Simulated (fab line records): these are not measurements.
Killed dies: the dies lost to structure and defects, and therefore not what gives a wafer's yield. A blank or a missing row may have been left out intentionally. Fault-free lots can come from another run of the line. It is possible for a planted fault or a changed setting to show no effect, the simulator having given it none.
Struck lot and sound lot, side by side | flow gf180mcu | 37 steps out of a route of 602
Sound: these wafers, L237.1, L237.2, L237.5. Struck: wafer L234.1. (L234.3, L234.5 of the same lot were not struck and are left out.) The cause comes at the end.
Each step with rows lists, per side, the tool, then ch with its chambers, then its first start. Under that, the readings that differ: sound wafers | struck wafers | difference of the means | sigmas: that difference in standard deviations of wafers without a fault.
alike: readings with means less than 2 such deviations apart, plus words and numbers identical on both sides. not compared: withheld readings, readings lacking a value on some wafer, bounds such as >300 that could conceal the same value, and numbers that have no deviation in the record and whose values overlap.
The two part at a step that has a row with sigmas, a row that says differs or no value, or rows on one side only. Numbers that have no deviation but don't overlap get no sigmas and don't part them. A reading missing from all wafers of one side parts the sides only when that side holds two or more wafers.

first, 1 step without rows for these wafers: GF_M5_DEVELOP_06 (develop time 60 s).
GF_M5_CD_MEAS_07 targets a cd of 280 nm.
  sound on cd sem-02, day 32 09:21; struck on cd sem-01, day 31 19:05
  alike: cd nm
GF_M5_OVL_MEAS_08:
  sound on overlay-02, day 32 09:28; struck on overlay-01, day 31 19:13
  alike: M5_OVL
GF_M5_ETCH_09: etches Si3N4 in CF4/O2, target depth 52 nm, time 11.6 s.
  sound on rie diel-02 ch 0,1, day 32 09:30; struck on rie diel-04 ch 2, day 31 19:15
  alike: O2_flow_sccm, drypump motor current A, oes product au, rf fwd power W, throttle valve pct
  not compared: rf hours counter h
GF_M5_METAL_ETCH_10: etches the open film in Cl2/BCl3, stops on SiO2, target depth 627.5 nm, time 104.6 s.
  sound on rie metal-02 ch 0,1, day 32 09:32; struck on rie metal-02 ch 1, day 31 19:16
  alike: drypump motor current A, oes product au, rf fwd power W, throttle valve pct
  not compared: rf hours counter h
then, 4 steps without rows for these wafers: GF_M5_STRIP_11 (strips in O2/N2); GF_M5_STRIP_12 (strips in post etch residue remover, time 1200 s); GF_M5_CLEAN_13 (cleans in DIW); GF_V5_CVD_00 (deposits SiO2, target thk 300 nm, time 50 s).
GF_V5_THK_MEAS_01:
  sound on film metro-02, day 32 10:27; struck on film metro-01, day 31 19:58
  alike: V5_CVD_00_THK
then, 1 step without rows for these wafers: GF_V5_CVD_02 (deposits SiO2 from TEOS, target thk 1450 nm, time 163.28 s).
GF_V5_THK_MEAS_03:
  sound on film metro-03, day 32 10:41; struck on film metro-02, day 31 20:11
  alike: V5_CVD_02_THK
GF_V5_CMP_04: polishes SiO2.
  sound on cmp-02 ch 0,1, day 32 10:47; struck on cmp-01 ch 0, day 31 20:14
  reading                             | sound             | struck | difference | sigmas
  motor current A (A)                 | 12.3 12.5 12.7    | 10.5   | -2.0       | -2
  model.SiO2_of_V5_CVD_02.thk nm (nm) | 855.6 855.6 856.2 | 1058   | +202       |
GF_V5_BOW_MEAS_05:
  sound on film metro-01, day 32 11:02; struck on film metro-01, day 31 20:32
  alike: V5_BOW
then, 8 steps without rows for these wafers: GF_V5_DEHYDRATE_06 (time 60 s); GF_V5_HMDS_07 (prime time 60 s); GF_V5_COAT_08; GF_V5_COAT_09 (resist thk 1000 nm); GF_V5_SOFTBAKE_10 (time 60 s); GF_V5_EXPOSE_11 (exposes mask Via5, target cd 260 nm); GF_V5_PEB_12 (peb time 90 s); GF_V5_DEVELOP_13 (develop time 60 s).
GF_V5_CD_MEAS_14 targets a cd of 260 nm.
  sound on cd sem-02, day 33 02:10; struck on cd sem-01, day 32 11:34
  alike: cd nm
GF_V5_OVL_MEAS_15:
  sound on overlay-02, day 33 02:17; struck on overlay-01, day 32 11:41
  alike: V5_OVL
then, 1 step without rows for these wafers: GF_V5_ETCH_16 (etches BARC in N2/H2).
GF_V5_ETCH_17: etches SiO2 in C4F8/O2/Ar, stops on TiN, target depth 855 nm.
  sound on rie diel-02 ch 0,1,3; struck on rie diel-03 ch 0
  reading                        | sound             | struck | difference | sigmas
  oes product au (a.u.)          | 0.861 0.866 0.860 | 0.967  | +0.105     | +22
  model.V5.feature depth nm (nm) | 855.6 855.6 856.2 | 1058   | +202       |
  model.etch.depth nm (nm)       | 855.6 855.6 856.2 | 1058   | +202       |
  alike: rf fwd power W
then, 4 steps without rows for these wafers: GF_V5_STRIP_18 (strips in O2/N2); GF_V5_STRIP_19 (strips in post etch residue remover, time 1200 s); GF_V5_CLEAN_20 (cleans in DIW); GF_V5_SPUTTER_21 (material Ti, target thk 15 nm, time 80.02 s).
GF_V5_SPUTTER_22: material TiN, target thk 10 nm, time 40 s.
  sound on pvd sputter-03, day 33 03:07; struck on pvd sputter-04, day 32 12:28
  alike: throttle valve pct
GF_V5_CVD_23: deposits W, target thk 350 nm, time 104.9 s.
  sound on cvd w-02 ch 0,1, day 33 03:09; struck on cvd w-02 ch 1, day 32 12:30
  alike: heater power w
GF_V5_RS_MEAS_24: uses a four-point probe to measure.
  sound on film metro-01, day 33 03:16; struck on film metro-01, day 32 12:37
  alike: V5_W_RS
GF_V5_THK_MEAS_25: measures by xrf.
  sound on film metro-01, day 33 03:23; struck on film metro-01, day 32 12:44
  alike: V5_W_THK
GF_V5_CMP_26: polishes, stops on SiO2, t overpolish 15 s, target thk 0 nm.
  sound on cmp-01 ch 0,2, day 33 03:29; struck on cmp-01 ch 2, day 32 12:54
  reading                             | sound             | struck | difference | sigmas
  model.SiO2_of_V5_CVD_02.thk nm (nm) | 851.9 851.8 852.4 | 1054   | +202       |
  alike: motor current A
GF_TOP_METAL_SPUTTER_00: material Ti, target thk 37.5 nm, time 150 s.
  sound on pvd sputter-02, day 33 03:44; struck on pvd sputter-02, day 32 13:06
  alike: throttle valve pct
GF_PASSIVATION_PROBE_99:
  sound on prober-02, day 34 14:00; struck on prober-01, day 34 00:24
  reading                       | sound             | struck | difference | sigmas
  model.etest.via5 chain.rc ohm | 6.823 7.142 7.465 | 9.682  | +2.539     |

## WHERE THEY PART
First at GF_V5_CMP_04; last, within this record, at GF_V5_ETCH_17. Later steps at which nothing parts them and some readings are alike: GF_V5_SPUTTER_22, GF_V5_CVD_23, GF_V5_RS_MEAS_24, GF_V5_THK_MEAS_25, GF_V5_CMP_26, GF_TOP_METAL_SPUTTER_00.

WHY: what the simulator had put in
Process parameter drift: cmp-01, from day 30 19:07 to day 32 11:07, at GF_V5_CMP_04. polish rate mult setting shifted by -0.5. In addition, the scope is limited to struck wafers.
